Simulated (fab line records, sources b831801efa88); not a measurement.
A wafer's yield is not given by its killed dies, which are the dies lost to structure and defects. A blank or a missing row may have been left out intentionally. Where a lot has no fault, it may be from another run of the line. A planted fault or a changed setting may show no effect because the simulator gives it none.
One fault seen from 2 desks | flow sfqLine | what lay behind the numbers comes last; until then each desk has only its own

## DESK OF THE TOOL OWNER: pvdSputter-05
The tool's own readings at SFQ_TRILAYER_M3_DEP_SPUTTER_073 (material Nb, target thk 200 nm, time 133.3 s): means of the sampled wafers that have a number, for each lot that ran on this tool. Any lot whose mean is over 4 standard deviations away from the usual mean is out of limits and marked OUT; that distance is given in the brackets.
Columns: A = basePressurePa at SFQ_TRILAYER_M3_DEP_SPUTTER_073, usual 1.33e-06 Pa; B = throttleValvePct at SFQ_TRILAYER_M3_DEP_SPUTTER_073, usual 29.5 %
lot  | first seen here | A        | B
L500 | day 36 11:27    | 1.37e-06 | 29.2
L506 | day 40 00:52    | 1.35e-06 | 29.9
L508 | day 41 00:56    | 1.36e-06 | 29.5
L510 | day 41 06:06    | 1.36e-06 | 29.9
L513 | day 42 03:42    | 1.35e-06 | 29.4
L514 | day 42 15:42    | 1.45e-06 | 29.0
This desk's verdict: no lot among the 6 shows anything out of limits.

## AT THE METROLOGY DESK
Lot by lot, what the gauges showed, no matter which tool ran the lot: averages of those sampled wafers that carry a number. Any lot whose mean is over 4 standard deviations away from the usual mean is out of limits and marked OUT; that distance is given in the brackets.
Columns: A = M3_NB_RS at SFQ_M3_RS_MEAS_919, usual 0.896 ohm/sq
lot  | first seen here | A
L500 | day 36 11:33    | 0.895
L502 | day 39 04:37    | 0.886
L503 | day 39 06:59    | 0.898
L504 | day 39 11:45    | 0.890
L505 | day 39 21:22    | 0.893
L506 | day 40 00:57    | 0.902
L507 | day 40 13:23    | 0.893
L508 | day 41 01:01    | 0.916
L509 | day 41 01:26    | 0.896
L510 | day 41 06:11    | 0.895
L513 | day 42 03:47    | 0.886
L514 | day 42 15:50    | 0.857 (-4.3) OUT
L522 | day 50 08:59    | 0.884
L523 | day 50 13:47    | 0.886
Per this desk, out of limits: L514; the first was L514, day 42 15:50 (M3_NB_RS at SFQ_M3_RS_MEAS_919). L500, L502, L503, L504, L505, L506, L507, L508, L509, L510, L513, L522, L523: within limits.

## ALL TOGETHER
L514 would have let the metrology desk raise an alarm at day 42 15:50.
Nothing out of limits was seen by the tool owner's desk.
The tool owner's desk has L514 on record, within its limits.
SFQ_TRILAYER_M3_DEP_SPUTTER_073 was run on pvdSputter-05 by each of the lots named.

## WHAT HAD BEEN PUT IN BY THE SIMULATOR
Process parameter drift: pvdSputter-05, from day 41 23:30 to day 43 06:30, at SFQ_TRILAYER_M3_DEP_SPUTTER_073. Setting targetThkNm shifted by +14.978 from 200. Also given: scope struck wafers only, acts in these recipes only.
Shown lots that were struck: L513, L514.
Hours from the fault's start to each desk's first reading out of limits: the metrology desk, 16.
